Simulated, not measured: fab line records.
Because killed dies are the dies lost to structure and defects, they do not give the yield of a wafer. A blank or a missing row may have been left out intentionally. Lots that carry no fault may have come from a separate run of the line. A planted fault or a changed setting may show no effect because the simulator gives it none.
Chamber matching || flow sfq_line || SFQ_TRILAYER_I5_ETCH_VIA_ETCH_147 on rie_diel-01 has 4 sister chambers
The step etches the open film in CHF3, stops on Nb, target depth 360 nm. 4 wafers are shown with their chamber, then 7 later ones without.

WAFERS PAIRED WITH THEIR CHAMBERS
{"wafer": "L846.5", "chamber": 1, "drypump_motor_current_A (A)": 5.9}
{"wafer": "L846.6", "chamber": 0, "drypump_motor_current_A (A)": 5.4}
{"wafer": "L848.1", "chamber": 2, "drypump_motor_current_A (A)": 6.1}
{"wafer": "L848.4", "chamber": 3, "drypump_motor_current_A (A)": 5.3}

WAFERS MISSING THEIR CHAMBER
{"wafer": "L848.6", "drypump_motor_current_A (A)": 6.1}
{"wafer": "L849.2", "drypump_motor_current_A (A)": 5.3}
{"wafer": "L849.5", "drypump_motor_current_A (A)": 6.0}
{"wafer": "L849.6", "drypump_motor_current_A (A)": 5.4}
{"wafer": "L853.4", "drypump_motor_current_A (A)": 5.9}
{"wafer": "L853.5", "drypump_motor_current_A (A)": 6.1}
{"wafer": "L853.6", "drypump_motor_current_A (A)": 5.3}

THE CHAMBER EACH PASSED THROUGH
{"wafer": "L848.6", "from the rows above": 2, "in truth": 2}
{"wafer": "L849.2", "from the rows above": 3, "in truth": 3}
{"wafer": "L849.5", "from the rows above": "can't be placed: 1 or 2", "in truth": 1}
{"wafer": "L849.6", "from the rows above": 0, "in truth": 0}
{"wafer": "L853.4", "from the rows above": 1, "in truth": 1}
{"wafer": "L853.5", "from the rows above": 2, "in truth": 2}
{"wafer": "L853.6", "from the rows above": 3, "in truth": 3}
6 of 7 placed correctly. Not placeable from these rows: 1 (in 1, the candidates include the true chamber). 0 placed wrongly.
How it was worked out, from the rows above alone: a wafer's distance from a chamber is the root of the sum, over the readings, of the square of ((its reading less the chamber's mean) divided by the reading's scatter). If the next closest chamber is less than 2 further off than the closest, the wafer can't be placed; otherwise it belongs to the closest. A chamber's mean is the mean of its shown wafers. The scatter (one wafer shown for each chamber): square how far every hidden wafer sits from the nearest shown wafer, average those squares and take the square root.
